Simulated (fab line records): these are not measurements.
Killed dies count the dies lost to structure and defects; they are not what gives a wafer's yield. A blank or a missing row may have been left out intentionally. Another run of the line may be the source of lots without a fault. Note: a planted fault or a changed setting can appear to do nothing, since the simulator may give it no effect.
A struck lot beside a sound one ; flow sky130 ; 14 steps out of a route of 708
Sound: the wafers L134.3, L134.4, L134.5. The struck wafers were L140.1, L140.3, L140.6. The cause comes at the end.
Order at every step that has rows: each side's tool, ch and its chambers, its first start. Under that, the readings that differ: sound wafers ; struck wafers ; difference of the means ; sigmas: that difference in standard deviations of wafers without a fault.
alike: readings whose means differ by less than 2 such deviations, and words and numbers that are the same on both sides. not compared: withheld readings, readings that some wafer has no value for, bounds like >300 that may hide the same value, and numbers for which the record gives no deviation and whose values overlap.
A row with sigmas, a row that says differs or no value, or rows on one side alone: a step with any of these is where the two part. Numbers that don't overlap but have no deviation are shown without sigmas and don't part them. A reading missing from all wafers of one side parts the sides only when that side holds two or more wafers.

first, 3 steps without rows for these wafers: SKY_VT_ADJUST_LVTN_EXPOSE_15 (exposes mask HVN STD DERIVED, target cd 600 nm); SKY_VT_ADJUST_LVTN_PEB_16; SKY_VT_ADJUST_LVTN_DEVELOP_17 (develop time 60 s).
SKY_VT_ADJUST_LVTN_OVL_MEAS_18:
  struck on overlay-02, day 11 00:08; sound on overlay-01, day 8 04:28
  alike: VT_ADJUST_LVTN_01_OVL
then, 1 step without rows for these wafers: SKY_VT_ADJUST_LVTN_IMPLANT_19.
SKY_VT_ADJUST_LVTN_STRIP_20: strips in O2/N2.
  sound on plasmaAsher-01 ch 0,1, day 8 04:41; struck on plasmaAsher-01 ch 0,1, day 11 00:19
  alike: drypumpMotorCurrentA, n2FlowSccm, oesProductAu, stripTimeToEndpointS
  not compared: rfHoursCounterH
SKY_VT_ADJUST_LVTN_TW_MEAS_21:
  struck on filmMetro-02, day 11 00:25; sound on filmMetro-04, day 8 04:46
  alike: VT_ADJUST_LVTN_2_TW
then, 5 steps without rows for these wafers: SKY_VT_ADJUST_NCORE_DEHYDRATE_00 (time 60 s); SKY_VT_ADJUST_NCORE_HMDS_01 (prime time 60 s); SKY_VT_ADJUST_NCORE_COAT_02 (resist thk 1140 nm); SKY_VT_ADJUST_NCORE_SOFTBAKE_03 (time 60 s); SKY_VT_ADJUST_NCORE_EXPOSE_04 (exposes mask LVTN COMPLEMENT THIN, target cd 380 nm).
SKY_VT_ADJUST_NCORE_PEB_05:
  struck on lithoTrack-01, day 11 23:59; sound on lithoTrack-04 ch 0, day 9 01:53
reading;sound;struck;difference;sigmas
exhaustPa (Pa);45.4 45.4 45.6;- - -;no value on the struck wafers;
  not compared: chillPlateTempC
then, 1 step without rows for these wafers: SKY_VT_ADJUST_NCORE_DEVELOP_06 (develop time 60 s).

## WHERE THEY PART
Only at SKY_VT_ADJUST_NCORE_PEB_05, as far as this record shows.

WHY: the cause the simulator had injected
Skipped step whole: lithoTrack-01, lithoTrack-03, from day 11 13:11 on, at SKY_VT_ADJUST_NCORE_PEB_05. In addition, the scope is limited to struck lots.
